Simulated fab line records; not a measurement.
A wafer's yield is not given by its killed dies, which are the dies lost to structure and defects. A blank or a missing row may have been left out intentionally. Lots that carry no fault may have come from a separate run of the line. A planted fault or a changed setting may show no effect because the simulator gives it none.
The tool behind it: which one? + flow sky130 + Sampling: 14 lots, 42 wafers, 3 of 708 route steps

## WHAT THE GAUGES READ, wafer by wafer
The record lacks any reading of a measuring or inspecting step that a usual standard deviation could be used to judge.

## WHAT TOOL EACH LOT RAN ON (gives the tool, then ch and the chambers of the sampled wafers, and finally the start)
| lot  | SKY_CONTACT_CMP_04            | SKY_VIA1_PEB_10                   | SKY_VIA1_STRIP_16                    |
|------|-------------------------------|-----------------------------------|--------------------------------------|
| L943 | cmp-01 ch 0,2,3, day 30 03:27 | litho track-03 ch 0, day 33 17:00 | plasma asher-03 ch 0,1, day 33 17:46 |
| L944 | cmp-01 ch 2,3, day 30 18:37   | litho track-01 ch 0, day 34 06:00 | plasma asher-02 ch 0,1, day 34 07:16 |
| L945 | cmp-01 ch 1,2,3, day 30 22:52 | litho track-01 ch 0, day 34 10:00 | plasma asher-01 ch 0,1, day 34 10:47 |
| L947 | cmp-02 ch 0,1, day 31 19:44   | litho track-03, day 35 06:00      | plasma asher-02 ch 0, day 35 07:16   |
| L949 | cmp-01 ch 2,3, day 32 10:12   | litho track-03, day 35 21:00      | plasma asher-02 ch 0,1, day 35 21:51 |
| L948 | cmp-02 ch 1,2,3, day 32 20:21 | litho track-04 ch 0, day 36 07:00 | plasma asher-03 ch 0,1, day 36 08:12 |
| L956 | cmp-02 ch 0,1,3, day 34 17:48 | litho track-03 ch 0, day 38 02:00 | plasma asher-02 ch 0, day 38 02:46   |
| L957 | cmp-01 ch 0,1,2, day 35 04:35 | litho track-03 ch 0, day 38 14:00 | plasma asher-03 ch 0,1, day 38 15:04 |
| L958 | cmp-01 ch 0,2,3, day 35 11:07 | litho track-01 ch 0, day 38 21:00 | plasma asher-01 ch 0,1, day 38 22:02 |
| L960 | cmp-02 ch 0,2, day 36 01:47   | litho track-01 ch 0, day 39 10:00 | plasma asher-02 ch 0, day 39 10:35   |
| L961 | cmp-02 ch 1,2, day 36 11:24   | litho track-03 ch 0, day 39 18:00 | plasma asher-03 ch 0,1, day 39 19:16 |
| L964 | cmp-01 ch 0,2,3, day 37 08:54 | litho track-03 ch 0, day 40 15:00 | plasma asher-02 ch 0,1, day 40 16:07 |
| L965 | cmp-01 ch 0,1,3, day 37 10:28 | litho track-03 ch 0, day 40 17:00 | plasma asher-03 ch 0,1, day 40 17:43 |
| L966 | cmp-02 ch 0,1,2, day 37 15:32 | litho track-04 ch 0, day 40 22:00 | plasma asher-03 ch 0,1, day 40 22:37 |
- SKY_CONTACT_CMP_04: polishes SiO2.
- SKY_VIA1_PEB_10
- SKY_VIA1_STRIP_16: strips in O2/N2.

## WHAT THE TOOLS THEMSELVES READ (means of the sampled wafers that have a number; where no wafer has one, the mark that the record gives instead)
SKY_CONTACT_CMP_04. Usual: motor current A 11.7 A, standard deviation 1.3; time to endpoint s 82 s, standard deviation 3.7.
| lot  | tool   | motor current A (A) | time to endpoint s (s) | flag |
|------|--------|---------------------|------------------------|------|
| L943 | cmp-01 | 11.6                | 81                     |      |
| L944 | cmp-01 | 12.7                | 80                     |      |
| L945 | cmp-01 | 12.3                | 83                     |      |
| L947 | cmp-02 | 11.2                | 82                     |      |
| L949 | cmp-01 | 12.6                | 83                     |      |
| L948 | cmp-02 | 11.0                | 86                     |      |
| L956 | cmp-02 | 11.4                | 82                     |      |
| L957 | cmp-01 | 11.6                | 81                     |      |
| L958 | cmp-01 | 11.6                | 84                     |      |
| L960 | cmp-02 | 10.9                | 88                     |      |
| L961 | cmp-02 | 10.8                | 84                     |      |
| L964 | cmp-01 | 11.5                | 79                     |      |
| L965 | cmp-01 | 12.6                | 83                     |      |
| L966 | cmp-02 | 10.8                | 84                     |      |

SKY_VIA1_PEB_10. Usual: exhaust pa at 45.1 Pa, with a standard deviation of 0.95.
| lot  | tool           | exhaust pa (Pa) | flag |
|------|----------------|-----------------|------|
| L943 | litho track-03 | 45.0            |      |
| L944 | litho track-01 | 45.5            |      |
| L945 | litho track-01 | 45.8            |      |
| L947 | litho track-03 | -               | OFF  |
| L949 | litho track-03 | -               | OFF  |
| L948 | litho track-04 | 45.3            |      |
| L956 | litho track-03 | 45.5            |      |
| L957 | litho track-03 | 45.3            |      |
| L958 | litho track-01 | 46.0            |      |
| L960 | litho track-01 | 44.3            |      |
| L961 | litho track-03 | 44.8            |      |
| L964 | litho track-03 | 44.1            |      |
| L965 | litho track-03 | 45.3            |      |
| L966 | litho track-04 | 44.0            |      |

SKY_VIA1_STRIP_16. Usual: drypump motor current A 5.8 A, standard deviation 0.54; oes product au 0.416 a.u., standard deviation 0.0045; strip time to endpoint s 4.461 s, standard deviation 0.026.
| lot  | tool            | drypump motor current A (A) | oes product au (a.u.) | strip time to endpoint s (s) | flag |
|------|-----------------|-----------------------------|-----------------------|------------------------------|------|
| L943 | plasma asher-03 | 6.0                         | 0.416                 | 4.475                        |      |
| L944 | plasma asher-02 | 6.0                         | 0.413                 | 4.428                        |      |
| L945 | plasma asher-01 | 4.9                         | 0.416                 | 4.465                        |      |
| L947 | plasma asher-02 | 5.8                         | 0.418                 | 4.477                        |      |
| L949 | plasma asher-02 | 6.2                         | 0.415                 | 4.460                        |      |
| L948 | plasma asher-03 | 6.0                         | 0.413                 | 4.452                        |      |
| L956 | plasma asher-02 | 5.8                         | 0.416                 | 4.448                        |      |
| L957 | plasma asher-03 | 6.0                         | 0.413                 | 4.466                        |      |
| L958 | plasma asher-01 | 4.9                         | 0.416                 | 4.443                        |      |
| L960 | plasma asher-02 | 5.8                         | 0.414                 | 4.438                        |      |
| L961 | plasma asher-03 | 6.0                         | 0.420                 | 4.448                        |      |
| L964 | plasma asher-02 | 6.0                         | 0.416                 | 4.466                        |      |
| L965 | plasma asher-03 | 6.0                         | 0.416                 | 4.466                        |      |
| L966 | plasma asher-03 | 6.0                         | 0.417                 | 4.451                        |      |

## THE ANSWER, worked out from the rows above alone
Rule: a lot is off if the mean of its wafers that have a number lies more than 3 standard deviations from the usual mean. A lot without any number at a reading at which 4 lots or more have one is off too. All remaining lots with rows at the step are treated as sound. First the gauges in route order, then the tools' own readings, where a lot's mean is used as printed above. The first step at which some lot is off is used, and at that step the reading that is off furthest; a lot without a number counts as furthest.
Off at SKY_VIA1_PEB_10 (exhaust pa): L947, L949. Without a number there: L947, L949.
If a tool, at that step or one of the process steps before it, ran each lot that is off and ran no sound lot following the first of them, it fits. No candidate that was tried fits.

## WHAT HAD BEEN PUT IN BY THE SIMULATOR
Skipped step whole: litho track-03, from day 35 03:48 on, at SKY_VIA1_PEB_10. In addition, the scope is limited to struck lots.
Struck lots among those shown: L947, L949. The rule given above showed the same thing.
